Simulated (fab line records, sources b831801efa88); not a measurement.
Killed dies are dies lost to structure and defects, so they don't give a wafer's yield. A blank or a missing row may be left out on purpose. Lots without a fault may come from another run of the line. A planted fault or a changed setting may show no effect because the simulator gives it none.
fab line records | flow sky130
record lots=5 wafers=15 last_day=51
route steps=708 shown METAL5@666 PASSIVATION@681 PAD_OPEN@694
lots that met no fault: from a run of the same line without faults
start_h: hours from the record's first day to the start of the lot's first wafer shown | wait_h: hours since the lot's step before | " the same as in the row above | L1.1+2: a row that stands for several wafers | - no value, or no start given | * or withheld: withheld | < > ~ a bound
route shown NAME@n: a module of which the file shows steps, and the number in the route of the first | usual: mean/standard deviation of fault-free wafers | same: alike in all rows | chamber/n: place in a boat | sites: the reading at each site | _std_site: their standard deviation | _edge_site: outer sites' mean less inner sites' | radius_mm: how far each site lies from the wafer's centre | mask NAME#n: copy n | behind: the tool/chamber that last shaped the wafer | hold: why the lot was held/for how many hours/how that ended | device: the transistor (n, p or np) that didn't switch | end of line: the same wafers' tests at the end of the route | a step without rows: its recipe alone | killed: dies lost to structure and defects at the first sort, not the wafer's yield | map: a wafer's dies, x killed, . not, _ none there
set.NAME: the setting as run; set.NAME@STEP: as run at that earlier step | model.NAME: the simulator's own value behind a step, which no gauge read
lots at some steps of the route; a table a step, a row a wafer
services: from which hour (start_h, from the record's first day; less than 0 if before it) a tool's chamber was out of use, for how many hours, and why
## steps
# step SKY_METAL5_RS_MEAS_05
# recipe thk_meas_gauge=four-point-probe reads=TiN_of_METAL5_SPUTTER_04+Ti_of_METAL5_SPUTTER_03+AlCu_of_METAL5_SPUTTER_02+TiN_of_METAL5_SPUTTER_01+Ti_of_METAL5_SPUTTER_00
# usual METAL5_ALCU_RS=0.02703/0.00026
# columns lot.wafer tool chamber start_h wait_h METAL5_ALCU_RS[ohm/sq]
L075.3 film_metro-02 - 1032.52 0.1 0.02723
L075.4 " - " " 0.02714
L075.5 " - " " 0.02713
L078.1 film_metro-01 - 1048.73 0.0 0.02639
L078.2 " - " " 0.02653
L078.3 " - " " 0.02636
L088.2 film_metro-04 - 1112.72 0.0 0.02708
L088.4 " - " " 0.02712
L088.5 " - " " 0.02723
L090.3 film_metro-01 - 1121.62 0.1 0.027
L090.4 " - " " 0.02703
L090.5 " - " " 0.02705
L097.1 film_metro-04 - 1162.58 0.0 0.02722
L097.4 " - " " 0.02704
L097.6 " - " " 0.02727
# step SKY_METAL5_THK_MEAS_06
# recipe thk_meas_gauge=xrf reads=AlCu_of_METAL5_SPUTTER_02
# usual METAL5_ALCU_THK=1165/12
# columns lot.wafer tool chamber start_h wait_h METAL5_ALCU_THK[nm]
L075.3 film_metro-02 - 1032.62 0.1 1157
L075.4 " - " " 1169
L075.5 " - " " 1168
L078.1 film_metro-01 - 1048.85 0.1 1172
L078.2 " - " " 1173
L078.3 " - " " 1176
L088.2 film_metro-04 - 1112.83 0.1 1163
L088.4 " - " " 1162
L088.5 " - " " 1146
L090.3 film_metro-01 - 1121.72 0.1 1173
L090.4 " - " " 1167
L090.5 " - " " 1162
L097.1 film_metro-04 - 1162.70 0.1 1145
L097.4 " - " " 1166
L097.6 " - " " 1145
# step SKY_METAL5_DEHYDRATE_07
# recipe temp_c=200 time_s=60
# columns lot.wafer tool chamber start_h wait_h
L075.3+4+5 litho_track-01 0 1043.81 11.2
L078.1+2+3 litho_track-04 0 1058.97 10.1
L088.2+4+5 litho_track-04 0 1122.80 10.0
L090.3+4+5 litho_track-01 0 1131.51 9.8
L097.1+4+6 litho_track-02 0 1170.73 8.0
# step SKY_METAL5_HMDS_08
# recipe prime_time_s=60 prime_temp_c=120
# columns lot.wafer tool chamber start_h wait_h
L075.3+4+5 litho_track-01 0 1043.96 0.1
L078.1+2+3 litho_track-04 0 1059.12 0.1
L088.2+4+5 litho_track-04 0 1122.95 0.1
L090.3+4+5 litho_track-01 0 1131.66 0.1
L097.1+4+6 litho_track-02 0 1170.88 0.1
# step SKY_METAL5_COAT_09
# recipe resist=NOVOLAK spin_rpm=3000 resist_thk_nm=1800
# columns lot.wafer tool chamber start_h wait_h
L075.3+4+5 litho_track-01 0 1044.11 0.1
L078.1+2+3 litho_track-04 0 1059.27 0.1
L088.2+4+5 litho_track-04 0 1123.10 0.1
L090.3+4+5 litho_track-01 0 1131.81 0.1
L097.1+4+6 litho_track-02 0 1171.03 0.1
# step SKY_METAL5_SOFTBAKE_10
# recipe temp_c=90 time_s=60 resist=NOVOLAK
# columns lot.wafer tool chamber start_h wait_h
L075.3+4+5 litho_track-01 0 1044.26 0.1
L078.1+2+3 litho_track-04 0 1059.42 0.1
L088.2+4+5 litho_track-04 0 1123.25 0.1
L090.3+4+5 litho_track-01 0 1131.96 0.1
L097.1+4+6 litho_track-02 0 1171.18 0.1
# step SKY_METAL5_EXPOSE_11
# recipe mask_id=MM5 na=0.6 source_shape=conventional sigma_outer=0.6 polarization=unpolarized target_cd_nm=1600 dose_mj=190
# columns lot.wafer tool chamber start_h wait_h mask
L075.3+4+5 iline_stepper-02 0 - - MM5#0
L078.1+2+3 iline_stepper-01 0 - - MM5#0
L088.2+4+5 iline_stepper-02 0 - - MM5#0
L090.3+4+5 iline_stepper-02 0 - - MM5#0
L097.1+4+6 iline_stepper-02 0 - - MM5#0
# step SKY_METAL5_PEB_12
# recipe temp_c=withheld time_s=* resist=NOVOLAK
# columns lot.wafer tool chamber start_h wait_h
L075.3+4+5 litho_track-04 0 - -
L078.1+2+3 litho_track-04 0 - -
L088.2+4+5 litho_track-04 0 - -
L090.3+4+5 litho_track-04 0 - -
L097.1+4+6 litho_track-01 0 - -
# step SKY_METAL5_DEVELOP_13
# recipe resist=NOVOLAK developer=TMAH develop_time_s=60 dev_temp_c=23
# columns lot.wafer tool chamber start_h wait_h
L075.3+4+5 litho_track-04 0 1055.57 0.1
L078.1+2+3 litho_track-04 0 1070.57 0.1
L088.2+4+5 litho_track-04 0 1132.85 0.1
L090.3+4+5 litho_track-04 0 1141.47 0.1
L097.1+4+6 litho_track-01 0 1179.56 0.1
# step SKY_METAL5_DESCUM_14
# recipe chemistry=O2 source_power_w=150 bias_power_w=0 pressure_mtorr=10 temp_c=40 time_s=11
# usual drypump_motor_current_A=5.8/0.45 he_backside_leak_sccm=3.38/0.13 oes_product_au=1.001/0.0083
# columns lot.wafer tool chamber start_h wait_h drypump_motor_current_A he_backside_leak_sccm oes_product_au rf_hours_counter_h
L075.3 rie_metal-03 0 1055.68 0.1 6.1 3.33 1.006 -
L075.4 " 1 " " 5.0 3.37 0.996 -
L075.5 " 0 " " 6.1 3.35 1.002 -
L078.1 rie_metal-02 0 1070.72 0.1 5.8 3.58 1.002 16
L078.2 " 1 " " 6.2 3.33 1.003 20
L078.3 " 0 " " 5.7 3.35 0.998 -
L088.2 rie_metal-02 0 1132.97 0.1 5.7 3.61 1.014 21
L088.4 " 0 " " 5.8 3.52 0.993 -
L088.5 " 1 " " 6.2 3.26 1.006 -
L090.3 rie_metal-01 1 1141.58 0.1 5.3 3.23 0.996 -
L090.4 " 0 " " 6.3 3.35 0.984 -
L090.5 " 1 " " 5.3 3.22 0.998 -
L097.1 rie_metal-02 1 1179.71 0.1 6.2 3.34 1.014 30
L097.4 " 0 " " 5.7 3.60 1.002 -
L097.6 " 0 " " 5.7 3.49 0.995 -
# step SKY_METAL5_METAL_ETCH_15
# recipe target_depth_a=12600 stop_on=SiO2 over_etch_frac=0.2 time_s=252 chemistry=Cl2/BCl3 resist_sidewall_deg=86 pressure_mtorr=10 icp_w=900 bias_w=48.5 Cl2_flow_sccm=60 bcl3_flow_sccm=30
# usual drypump_motor_current_A=5.8/0.45 he_backside_leak_sccm=3.38/0.15 oes_product_au=0.893/0.0046 throttle_valve_pct=22.264/0.0094
# same over_etch_frac=0.2
# columns lot.wafer tool chamber start_h wait_h drypump_motor_current_A he_backside_leak_sccm oes_product_au rf_hours_counter_h throttle_valve_pct
L075.3 rie_metal-03 0 1055.78 0.1 6.1 3.42 0.894 - 22.261
L075.4 " 1 " " 5.0 3.18 0.890 - 22.272
L075.5 " 0 " " 6.1 3.29 0.894 - 22.272
L078.1 rie_metal-02 0 1070.76 0.0 5.8 3.43 0.891 16 22.248
L078.2 " 1 " " 6.2 3.32 0.904 20 22.267
L078.3 " 0 " " 5.8 3.87 0.890 - 22.251
L088.2 rie_metal-02 0 1133.01 0.0 5.8 3.56 0.887 21 22.262
L088.4 " 0 " " 5.7 3.68 0.891 - 22.256
L088.5 " 1 " " 6.3 3.27 0.890 - 22.272
L090.3 rie_metal-01 1 1141.69 0.1 5.3 3.42 0.889 - 22.264
L090.4 " 0 " " 6.4 3.54 0.899 - 22.264
L090.5 " 1 " " 5.3 3.17 0.893 - 22.267
L097.1 rie_metal-02 1 1179.74 0.0 6.2 3.36 0.887 30 22.259
L097.4 " 0 " " 5.8 3.70 0.895 - 22.278
L097.6 " 0 " " 5.7 3.53 0.899 - 22.254
# step SKY_METAL5_STRIP_16
# recipe chemistry=O2/N2 power_w=1400 pressure_mtorr=1500 platen_temp_c=withheld o2_flow_sccm=3000 n2_flow_sccm=300 overash_fraction=0.5
# usual drypump_motor_current_A=5.65/0.29 oes_product_au=0.710/0.0052 strip_time_to_endpoint_s=13.02/0.11
# columns lot.wafer tool chamber start_h wait_h drypump_motor_current_A oes_product_au rf_hours_counter_h strip_time_to_endpoint_s
L075.3 plasma_asher-04 0 1055.97 0.1 5.65 0.716 - 13.06
L075.4 " 1 " " 5.31 0.707 - 13.31
L075.5 " 1 " " 5.37 0.722 - 12.98
L078.1 plasma_asher-01 1 1070.99 0.2 6.12 0.708 61 13.04
L078.2 " 0 " " 5.49 0.708 61 13.02
L078.3 " 1 " " 6.14 0.715 - 13.16
L088.2 plasma_asher-01 1 1133.24 0.2 6.10 0.717 67 13.05
L088.4 " 0 " " 5.48 0.704 - 13.03
L088.5 " 0 " " 5.49 0.714 - 12.89
L090.3 plasma_asher-04 0 1141.88 0.1 5.64 0.714 - 12.98
L090.4 " 1 " " 5.32 0.710 - 13.03
L090.5 " 1 " " 5.36 0.722 - 12.97
L097.1 plasma_asher-03 0 1179.98 0.2 5.45 0.711 10 13.11
L097.4 " 1 " " 5.98 0.707 - 13.22
L097.6 " 1 " " 5.97 0.700 - 13.21
# step SKY_METAL5_STRIP_17
# recipe chemistry=post_etch_residue_remover time_s=1200 temp_c=72.5
# columns lot.wafer tool chamber start_h wait_h
L075.3+4+5 wet_bench-03 0 1056.04 0.0
L078.1+2+3 wet_bench-01 2 1071.09 0.1
L088.2+4+5 wet_bench-03 2 1133.34 0.1
L090.3+4+5 wet_bench-02 3 1141.94 0.0
L097.1+4+6 wet_bench-03 0 1180.08 0.1
# step SKY_METAL5_CLEAN_18
# recipe chemistry=IPA time_s=180 temp_c=25
# columns lot.wafer tool chamber start_h wait_h
L075.3+4+5 wet_bench-01 2 1056.38 0.0
L078.1+2+3 wet_bench-02 2 1071.43 0.0
L088.2+4+5 wet_bench-03 0 1133.72 0.0
L090.3+4+5 wet_bench-02 2 1142.28 0.0
L097.1+4+6 wet_bench-01 3 1180.42 0.0
# step SKY_METAL5_CLEAN_19
# recipe chemistry=O3/DIW dry=n2_spin
# columns lot.wafer tool chamber start_h wait_h
L075.3+4+5 wet_bench-01 2 1056.44 0.0
L078.1+2+3 wet_bench-01 1 1071.49 0.0
L088.2+4+5 wet_bench-03 0 1133.78 0.0
L090.3+4+5 wet_bench-01 0 1142.34 0.0
L097.1+4+6 wet_bench-03 3 1180.48 0.0
# step SKY_PASSIVATION_CVD_00
# recipe material=SiO2 target_thk_nm=90 temp_c=400 time_s=withheld rf_w=600
# usual heater_power_w=634/74
# columns lot.wafer tool chamber start_h wait_h heater_power_w
L075.3 pecvd-01 0 1056.53 0.0 730
L075.4 " 0 " " 717
L075.5 " 2 " " 640
L078.1 pecvd-02 2 1071.58 0.0 716
L078.2 " 0 " " 667
L078.3 " 1 " " 565
L088.2 pecvd-01 1 1133.88 0.0 633
L088.4 " 2 " " 590
L088.5 " 1 " " 631
L090.3 pecvd-02 1 1142.43 0.0 511
L090.4 " 0 " " 594
L090.5 " 1 " " 523
L097.1 pecvd-02 0 1180.57 0.0 577
L097.4 " 2 " " 579
L097.6 " 1 " " 546
# step SKY_PASSIVATION_THK_MEAS_01
# recipe reads=SiO2_of_PASSIVATION_CVD_00
# usual PASSIVATION_CVD_00_THK=90.0/1.1
# columns lot.wafer tool chamber start_h wait_h PASSIVATION_CVD_00_THK[nm]
L075.3 film_metro-03 - 1056.57 - 87.1
L075.4 " - " " 88.9
L075.5 " - " " 89.7
L078.1 film_metro-03 - 1071.60 - 91.5
L078.2 " - " " 91.1
L078.3 " - " " 91.2
L088.2 film_metro-02 - 1133.91 - 90.0
L088.4 " - " " 92.3
L088.5 " - " " 91.6
L090.3 film_metro-02 - 1142.48 - 90.0
L090.4 " - " " 91.5
L090.5 " - " " 91.1
L097.1 film_metro-01 - 1180.59 - 90.9
L097.4 " - " " 91.8
L097.6 " - " " 91.3
# step SKY_PASSIVATION_CVD_02
# recipe material=Si3N4 target_thk_nm=540 temp_c=400 time_s=withheld rf_w=450
# usual heater_power_w=687/70
# columns lot.wafer tool chamber start_h wait_h heater_power_w
L075.3 pecvd-02 0 1056.61 0.0 734
L075.4 " 1 " " 493
L075.5 " 0 " " 569
L078.1 pecvd-04 0 1071.66 0.1 722
L078.2 " 2 " " 744
L078.3 " 1 " " 788
L088.2 pecvd-02 0 1133.96 0.0 693
L088.4 " 0 " " 677
L088.5 " 2 " " 709
L090.3 pecvd-01 0 1142.52 0.0 769
L090.4 " 0 " " 777
L090.5 " 1 " " 623
L097.1 pecvd-04 2 1180.65 0.1 667
L097.4 " 0 " " 739
L097.6 " 2 " " 691
# step SKY_PASSIVATION_THK_MEAS_03
# recipe reads=Si3N4_of_PASSIVATION_CVD_02
# usual PASSIVATION_CVD_02_THK=541/7.1
# columns lot.wafer tool chamber start_h wait_h PASSIVATION_CVD_02_THK[nm]
L075.3 film_metro-01 - 1056.86 - 530
L075.4 " - " " 537
L075.5 " - " " 538
L078.1 film_metro-01 - 1071.89 - 541
L078.2 " - " " 540
L078.3 " - " " 538
L088.2 film_metro-02 - 1134.20 - 530
L088.4 " - " " 539
L088.5 " - " " 540
L090.3 film_metro-03 - 1142.76 - 540
L090.4 " - " " 549
L090.5 " - " " 547
L097.1 film_metro-03 - 1180.88 - 541
L097.4 " - " " 554
L097.6 " - " " 553
# step SKY_PASSIVATION_DEHYDRATE_04
# recipe temp_c=200 time_s=60
# columns lot.wafer tool chamber start_h wait_h
L075.3+4+5 litho_track-01 0 1067.01 10.1
L078.1+2+3 litho_track-02 0 1081.53 9.6
L088.2+4+5 litho_track-02 0 1143.26 9.1
L090.3+4+5 litho_track-03 0 1151.57 8.8
L097.1+4+6 litho_track-01 0 1188.81 7.9
# step SKY_PASSIVATION_HMDS_05
# recipe prime_time_s=60 prime_temp_c=120
# columns lot.wafer tool chamber start_h wait_h
L075.3+4+5 litho_track-01 0 1067.16 0.1
L078.1+2+3 litho_track-02 0 1081.68 0.1
L088.2+4+5 litho_track-02 0 1143.41 0.1
L090.3+4+5 litho_track-03 0 1151.72 0.1
L097.1+4+6 litho_track-01 0 1188.96 0.1
# step SKY_PASSIVATION_COAT_06
# recipe spin_rpm=2000 resist_thk_nm=3000
# columns lot.wafer tool chamber start_h wait_h
L075.3+4+5 litho_track-01 0 1067.31 0.1
L078.1+2+3 litho_track-02 0 1081.83 0.1
L088.2+4+5 litho_track-02 0 1143.56 0.1
L090.3+4+5 litho_track-03 0 1151.87 0.1
L097.1+4+6 litho_track-01 0 1189.11 0.1
# step SKY_PASSIVATION_SOFTBAKE_07
# recipe temp_c=110 time_s=withheld
# columns lot.wafer tool chamber start_h wait_h
L075.3+4+5 litho_track-01 0 1067.47 0.1
L078.1+2+3 litho_track-02 0 1081.98 0.1
L088.2+4+5 litho_track-02 0 1143.72 0.1
L090.3+4+5 litho_track-03 0 1152.04 0.1
L097.1+4+6 litho_track-01 0 1189.26 0.1
# step SKY_PASSIVATION_EXPOSE_08
# recipe mask_id=NSM target_cd_nm=3000 na=0.57 dose_mj=260
# columns lot.wafer tool chamber start_h wait_h mask
L075.3+4+5 iline_stepper-01 0 - - NSM#0
L078.1+2+3 iline_stepper-01 0 - - NSM#0
L088.2+4+5 iline_stepper-02 0 - - NSM#0
L090.3+4+5 iline_stepper-02 0 - - NSM#0
L097.1+4+6 iline_stepper-02 0 - - NSM#0
# step SKY_PASSIVATION_PEB_09
# recipe temp_c=115 time_s=withheld
# columns lot.wafer tool chamber start_h wait_h
L075.3+4+5 litho_track-03 0 - -
L078.1+2+3 litho_track-02 0 - -
L088.2+4+5 litho_track-01 0 - -
L090.3+4+5 litho_track-01 0 - -
L097.1+4+6 litho_track-01 0 - -
# step SKY_PASSIVATION_DEVELOP_10
# recipe develop_time_s=60 dev_temp_c=23
# columns lot.wafer tool chamber start_h wait_h
L075.3+4+5 litho_track-03 0 - -
L078.1+2+3 litho_track-02 0 - -
L088.2+4+5 litho_track-01 0 - -
L090.3+4+5 litho_track-01 0 - -
L097.1+4+6 litho_track-01 0 - -
# step SKY_PASSIVATION_ETCH_11
# recipe chemistry=CF4/O2 target_depth_nm=725 stop_on=AlCu source_w=800 bias_w=150 pressure_mtorr=150 cf4_flow_sccm=80 O2_flow_sccm=10 time_s=161.1
# usual cf4_flow_sccm=79.99/0.23 drypump_motor_current_A=5.9/0.54 oes_product_au=0.978/0.0071 throttle_valve_pct=5.964/0.0095
# columns lot.wafer tool chamber start_h wait_h cf4_flow_sccm drypump_motor_current_A oes_product_au rf_hours_counter_h throttle_valve_pct
L075.3 rie_diel-04 2 1078.37 - 80.03 6.2 0.967 8 5.949
L075.4 " 0 " " 79.70 5.9 0.970 19 5.978
L075.5 " 1 " " 80.02 6.2 0.974 - 5.969
L078.1 rie_diel-02 3 1092.88 - 80.17 6.5 0.985 29 5.963
L078.2 " 1 " " 80.32 4.9 0.979 15 5.959
L078.3 " 0 " " 79.91 5.5 0.974 18 5.947
L088.2 rie_diel-04 0 1153.01 - 79.83 5.9 0.977 21 5.955
L088.4 " 1 " " 79.82 6.2 0.975 18 5.978
L088.5 " 0 " " 79.61 5.9 0.973 - 5.958
L090.3 rie_diel-03 3 1161.26 - 79.90 5.2 0.981 21 5.964
L090.4 " 1 " " 80.19 6.5 0.986 20 5.961
L090.5 " 3 " " 80.07 5.2 0.979 - 5.970
L097.1 rie_diel-02 0 1196.71 - 79.52 5.5 0.986 23 5.958
L097.4 " 2 " " 79.75 5.9 0.988 13 5.969
L097.6 " 3 " " 79.97 6.5 0.981 - 5.967
# step SKY_PASSIVATION_STRIP_12
# recipe chemistry=O2/N2 power_w=1400 pressure_mtorr=1500 platen_temp_c=withheld overash_fraction=0.7 o2_flow_sccm=3000 n2_flow_sccm=300
# usual drypump_motor_current_A=5.7/0.4 oes_product_au=0.661/0.0041 strip_time_to_endpoint_s=31.52/0.12
# columns lot.wafer tool chamber start_h wait_h drypump_motor_current_A oes_product_au rf_hours_counter_h strip_time_to_endpoint_s
L075.3 plasma_asher-01 1 1078.51 0.1 6.1 0.667 - 31.43
L075.4 " 0 " " 5.5 0.652 - 31.66
L075.5 " 1 " " 6.1 0.656 - 31.67
L078.1 plasma_asher-01 0 1092.99 0.1 5.5 0.666 64 31.39
L078.2 " 1 " " 6.1 0.662 64 31.57
L078.3 " 0 " " 5.5 0.660 - 31.41
L088.2 plasma_asher-01 0 1153.11 0.1 5.5 0.655 69 31.68
L088.4 " 0 " " 5.5 0.660 - 31.64
L088.5 " 0 " " 5.5 0.663 - 31.62
L090.3 plasma_asher-01 1 1161.40 0.1 6.1 0.658 - 31.34
L090.4 " 0 " " 5.5 0.658 - 31.48
L090.5 " 0 " " 5.5 0.664 - 31.38
L097.1 plasma_asher-03 0 1196.81 0.1 5.4 0.660 12 31.53
L097.4 " 0 " " 5.4 0.655 - 31.52
L097.6 " 0 " " 5.5 0.662 - 31.56
# step SKY_PAD_OPEN_DEHYDRATE_00
# recipe temp_c=200 time_s=60
# columns lot.wafer tool chamber start_h wait_h
L075.3+4+5 litho_track-01 0 1089.26 10.7
L078.1+2+3 litho_track-01 0 1103.06 10.0
L088.2+4+5 litho_track-03 0 1161.34 8.2
L090.3+4+5 litho_track-03 0 1170.07 8.6
L097.1+4+6 litho_track-03 0 1204.37 7.5
# step SKY_PAD_OPEN_HMDS_01
# recipe prime_time_s=60 prime_temp_c=120
# columns lot.wafer tool chamber start_h wait_h
L075.3+4+5 litho_track-01 0 1089.41 0.1
L078.1+2+3 litho_track-01 0 1103.21 0.1
L088.2+4+5 litho_track-03 0 1161.49 0.1
L090.3+4+5 litho_track-03 0 1170.22 0.1
L097.1+4+6 litho_track-03 0 1204.52 0.1
# step SKY_PAD_OPEN_COAT_02
# recipe spin_rpm=2000 resist_thk_nm=3000
# columns lot.wafer tool chamber start_h wait_h
L075.3+4+5 litho_track-01 0 1089.56 0.1
L078.1+2+3 litho_track-01 0 1103.36 0.1
L088.2+4+5 litho_track-03 0 1161.64 0.1
L090.3+4+5 litho_track-03 0 1170.37 0.1
L097.1+4+6 litho_track-03 0 1204.67 0.1
# step SKY_PAD_OPEN_SOFTBAKE_03
# recipe temp_c=110 time_s=withheld
# columns lot.wafer tool chamber start_h wait_h
L075.3+4+5 litho_track-01 0 1089.72 0.1
L078.1+2+3 litho_track-01 0 1103.51 0.1
L088.2+4+5 litho_track-03 0 1161.80 0.1
L090.3+4+5 litho_track-03 0 1170.54 0.1
L097.1+4+6 litho_track-03 0 1204.82 0.1
# step SKY_PAD_OPEN_EXPOSE_04
# recipe mask_id=PDM target_cd_nm=60000 na=0.57 dose_mj=260
# columns lot.wafer tool chamber start_h wait_h mask
L075.3+4+5 iline_stepper-02 0 - - PDM#0
L078.1+2+3 iline_stepper-01 0 - - PDM#0
L088.2+4+5 iline_stepper-02 0 - - PDM#0
L090.3+4+5 iline_stepper-02 0 - - PDM#0
L097.1+4+6 iline_stepper-01 0 - - PDM#0
# step SKY_PAD_OPEN_PEB_05
# recipe temp_c=115 time_s=withheld
# columns lot.wafer tool chamber start_h wait_h
L075.3+4+5 litho_track-01 0 - -
L078.1+2+3 litho_track-01 0 - -
L088.2+4+5 litho_track-01 0 - -
L090.3+4+5 litho_track-01 0 - -
L097.1+4+6 litho_track-03 0 - -
# step SKY_PAD_OPEN_DEVELOP_06
# recipe develop_time_s=60 dev_temp_c=23
# columns lot.wafer tool chamber start_h wait_h
L075.3+4+5 litho_track-01 0 - -
L078.1+2+3 litho_track-01 0 - -
L088.2+4+5 litho_track-01 0 - -
L090.3+4+5 litho_track-01 0 - -
L097.1+4+6 litho_track-03 0 - -
# step SKY_PAD_OPEN_ETCH_07
# recipe chemistry=CF4/O2 target_depth_nm=725 stop_on=AlCu source_w=800 bias_w=150 pressure_mtorr=150 cf4_flow_sccm=80 O2_flow_sccm=10 time_s=161.1
# usual cf4_flow_sccm=80.03/0.23 drypump_motor_current_A=5.8/0.59 oes_product_au=0.978/0.0062 throttle_valve_pct=5.963/0.0095
# columns lot.wafer tool chamber start_h wait_h cf4_flow_sccm drypump_motor_current_A oes_product_au rf_hours_counter_h throttle_valve_pct
L075.3 rie_diel-01 3 1100.51 - 80.10 5.4 0.975 20 5.965
L075.4 " 0 " " 79.81 6.4 0.976 22 5.972
L075.5 " 2 " " 80.25 5.7 0.974 - 5.954
L078.1 rie_diel-01 2 1114.16 - 80.05 5.6 0.980 15 5.979
L078.2 " 3 " " 79.83 5.4 0.984 20 5.956
L078.3 " 0 " " 80.21 6.4 0.975 23 5.965
L088.2 rie_diel-03 1 1170.56 - 80.12 6.6 0.966 21 5.960
L088.4 " 2 " " 79.99 6.7 0.977 6 5.969
L088.5 " 2 " " 79.89 6.7 0.984 - 5.973
L090.3 rie_diel-02 0 1179.41 - 79.70 5.5 0.980 22 5.962
L090.4 " 0 " " 79.96 5.5 0.984 - 5.960
L090.5 " 2 " " 80.01 5.8 0.986 - 5.963
L097.1 rie_diel-03 0 1212.17 - 80.17 5.3 0.978 26 5.956
L097.4 " 1 " " 79.74 6.5 0.989 22 5.972
L097.6 " 2 " " 79.51 6.7 0.976 - 5.951
# step SKY_PAD_OPEN_STRIP_08
# recipe chemistry=O2/N2 power_w=1400 pressure_mtorr=1500 platen_temp_c=withheld overash_fraction=0.7 o2_flow_sccm=3000 n2_flow_sccm=300
# usual drypump_motor_current_A=5.6/0.33 oes_product_au=0.663/0.0047 strip_time_to_endpoint_s=37.02/0.11
# columns lot.wafer tool chamber start_h wait_h drypump_motor_current_A oes_product_au rf_hours_counter_h strip_time_to_endpoint_s
L075.3 plasma_asher-04 1 1100.65 0.1 5.3 0.658 - 36.90
L075.4 " 0 " " 5.6 0.662 - 36.84
L075.5 " 1 " " 5.3 0.670 - 36.69
L078.1 plasma_asher-04 0 1114.26 0.1 5.6 0.665 38 37.00
L078.2 " 1 " " 5.3 0.664 38 37.01
L078.3 " 0 " " 5.6 0.667 - 36.93
L088.2 plasma_asher-02 1 1170.66 0.1 4.9 0.660 103 36.90
L088.4 " 0 " " 6.0 0.657 - 36.96
L088.5 " 1 " " 4.9 0.656 - 36.84
L090.3 plasma_asher-02 1 1179.55 0.1 5.0 0.660 - 36.96
L090.4 " 0 " " 6.0 0.659 - 37.09
L090.5 " 0 " " 6.0 0.658 - 37.01
L097.1 plasma_asher-04 1 1212.28 0.1 5.3 0.663 47 37.10
L097.4 " 0 " " 5.6 0.662 - 37.14
L097.6 " 1 " " 5.3 0.654 - 37.13
# step SKY_PAD_OPEN_STRIP_09
# recipe chemistry=post_etch_residue_remover time_s=1200 temp_c=72.5
# columns lot.wafer tool chamber start_h wait_h
L075.3+4+5 wet_bench-01 3 1100.71 0.0
L078.1+2+3 wet_bench-02 0 1114.36 0.1
L088.2+4+5 wet_bench-01 1 1170.76 0.1
L090.3+4+5 wet_bench-01 0 1179.61 0.0
L097.1+4+6 wet_bench-02 3 1212.38 0.1
# step SKY_PAD_OPEN_CLEAN_10
# recipe chemistry=IPA time_s=180 temp_c=25
# columns lot.wafer tool chamber start_h wait_h
L075.3+4+5 wet_bench-02 0 1101.09 0.0
L078.1+2+3 wet_bench-01 0 1114.74 0.0
L088.2+4+5 wet_bench-04 1 1171.10 0.0
L090.3+4+5 wet_bench-01 0 1179.99 0.0
L097.1+4+6 wet_bench-01 2 1212.75 0.0
# step SKY_PAD_OPEN_CLEAN_11
# recipe chemistry=O3/DIW dry=n2_spin
# columns lot.wafer tool chamber start_h wait_h
L075.3+4+5 wet_bench-01 1 1101.15 0.0
L078.1+2+3 wet_bench-04 2 1114.79 0.0
L088.2+4+5 wet_bench-01 0 1171.16 0.0
L090.3+4+5 wet_bench-01 1 1180.05 0.0
L097.1+4+6 wet_bench-02 2 1212.81 0.0
# step SKY_PAD_OPEN_ANNEAL_12
# recipe temp_c=400 time_s=withheld ambient=N2/H2 idle_temp_c=300 ramp_up_c_per_min=8 ramp_down_c_per_min=4
# usual ramp_up_c_per_min=8.0000/0.0014 zone_power_lower_pct=4.5/0.51
# columns lot.wafer tool chamber start_h wait_h ramp_up_c_per_min zone_power_lower_pct
L075.3 furnace-02 0 1101.25 0.0 7.9984 5.0
L075.4 " 0 " " 8.0000 5.1
L075.5 " 0 " " 8.0025 5.0
L078.1 furnace-01 0 1114.89 0.0 7.9980 3.9
L078.2 " 0 " " 8.0029 4.0
L078.3 " 0 " " 7.9991 4.0
L088.2 furnace-02 0 1171.25 0.0 7.9990 5.0
L088.4 " 0 " " 7.9998 5.0
L088.5 " 0 " " 7.9999 5.1
L090.3 furnace-02 0 1180.15 0.0 8.0000 5.0
L090.4 " 0 " " 8.0000 5.0
L090.5 " 0 " " 8.0009 5.0
L097.1 furnace-02 0 1212.91 0.0 7.9978 5.0
L097.4 " 0 " " 8.0001 5.0
L097.6 " 0 " " 7.9957 5.0
# step SKY_PAD_OPEN_BOW_MEAS_13
# recipe mode=bow
# usual PAD_OPEN_BOW=49/8.5
# columns lot.wafer tool chamber start_h wait_h PAD_OPEN_BOW[um]
L075.3 film_metro-04 - 1102.79 - 56
L075.4 " - " " 72
L075.5 " - " " 56
L078.1 film_metro-01 - 1116.39 - 52
L078.2 " - " " 47
L078.3 " - " " 56
L088.2 film_metro-01 - 1172.77 - 57
L088.4 " - " " 41
L088.5 " - " " 62
L090.3 film_metro-04 - 1181.69 - 58
L090.4 " - " " 56
L090.5 " - " " 55
L097.1 film_metro-01 - 1214.41 - 48
L097.4 " - " " 55
L097.6 " - " " 60
## services
# columns tool chamber start_h hours kind
rie_diel-03 3 1023.23 22.6 repair
rie_diel-01 2 1023.47 9.4 repair
rie_diel-02 2 1027.30 4.7 repair
rie_diel-04 2 1028.27 13.1 repair
rie_diel-04 0 1034.66 8.4 repair
rie_diel-04 - 1037.41 0.6 repair
plasma_asher-01 - 1049.09 7.9 repair
pecvd-02 - 1053.03 1.7 repair
plasma_asher-03 - 1055.25 9.0 pm
furnace-02 - 1069.62 3.3 pm
pecvd-01 0 1070.03 4.7 repair
rie_diel-02 2 1078.48 31.9 repair
rie_diel-02 3 1083.35 3.5 repair
plasma_asher-01 - 1083.75 3.9 repair
pecvd-01 - 1086.17 2.9 repair
rie_diel-03 1 1112.74 4.4 repair
rie_diel-03 - 1152.39 1.2 repair
wet_bench-03 - 1163.17 1.4 repair
plasma_asher-04 - 1174.27 0.9 repair
iline_stepper-02 - 1176.32 1.7 pm
pecvd-02 - 1188.24 2.8 pm
furnace-02 - 1189.61 17.7 repair
pecvd-02 - 1198.73 0.4 repair
iline_stepper-01 - 1212.73 1.7 pm
## key
fault none
